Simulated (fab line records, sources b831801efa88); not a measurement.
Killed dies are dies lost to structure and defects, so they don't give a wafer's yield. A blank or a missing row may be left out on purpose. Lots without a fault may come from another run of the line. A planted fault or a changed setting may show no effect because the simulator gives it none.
Chamber matching | flow gf180mcu | GF_V4_CMP_04 on cmp-01: 4 sister chambers
The step polishes SiO2. 14 wafers are shown with their chamber, then 7 later ones without.

WAFERS WITH THEIR CHAMBER
wafer  | chamber | motor_current_A (A) | edge_zone_pressure_frac | time_to_endpoint_s (s)
L883.1 | 1       | 14.0                | 1.001                   | 77
L883.2 | 2       | 11.2                | 0.997                   | 79
L883.6 | 3       | 13.0                | 1.001                   | 76
L891.1 | 0       | 10.7                | 0.990                   | 79
L891.4 | 2       | 10.7                | 0.994                   | 81
L891.6 | 3       | 13.4                | 1.014                   | 90
L894.2 | 0       | 10.4                | 0.989                   | 77
L894.3 | 1       | 14.6                | 1.002                   | 74
L894.6 | 3       | 12.9                | 0.994                   | 77
L900.1 | 2       | 10.5                | 0.999                   | 75
L900.2 | 3       | 12.9                | 1.003                   | 79
L900.3 | 1       | 13.6                | 0.996                   | 81
L901.2 | 2       | 10.0                | 1.001                   | 75
L901.5 | 3       | 13.3                | 1.007                   | 81

SIGNATURES (means of the wafers above)
reading                 | chamber 0 | chamber 1 | chamber 2 | chamber 3 | scatter within a chamber
motor_current_A         | 10.550    | 14.067    | 10.600    | 13.100    | 0.389
edge_zone_pressure_frac | 0.98950   | 0.99967   | 0.99775   | 1.00380   | 0.00516
time_to_endpoint_s      | 78.00     | 77.33     | 77.50     | 80.60     | 4.23
Rule: a wafer's distance from a chamber is the root of the sum, over the readings, of the square of ((its reading less the chamber's mean) divided by the reading's scatter). The wafer belongs to the nearest chamber; if the next one is less than 2 further off, it can't be placed. The scatter: the root of (the sum of the squares of (reading less its chamber's mean) over the shown wafers, divided by (wafers less chambers)).

WAFERS WITHOUT THEIR CHAMBER
wafer  | motor_current_A (A) | edge_zone_pressure_frac | time_to_endpoint_s (s)
L901.6 | 10.2                | 1.003                   | 80
L905.2 | 10.7                | 1.001                   | 77
L905.3 | 10.7                | 1.006                   | 82
L905.5 | 13.3                | 1.003                   | 83
L906.2 | 13.9                | 1.002                   | 79
L906.3 | 10.1                | 1.003                   | 72
L906.6 | 13.7                | 1.007                   | 80

WHICH CHAMBER EACH WENT THROUGH
wafer  | from the rows above     | in truth
L901.6 | can't be placed: 2 or 0 | 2
L905.2 | can't be placed: 2 or 0 | 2
L905.3 | can't be placed: 2 or 0 | 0
L905.5 | can't be placed: 3 or 1 | 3
L906.2 | can't be placed: 1 or 3 | 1
L906.3 | can't be placed: 2 or 0 | 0
L906.6 | can't be placed: 3 or 1 | 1
Placed correctly: 0 of 7. Can't be placed from these rows: 7 (the true chamber is among the candidates in 7). Placed wrongly: 0.
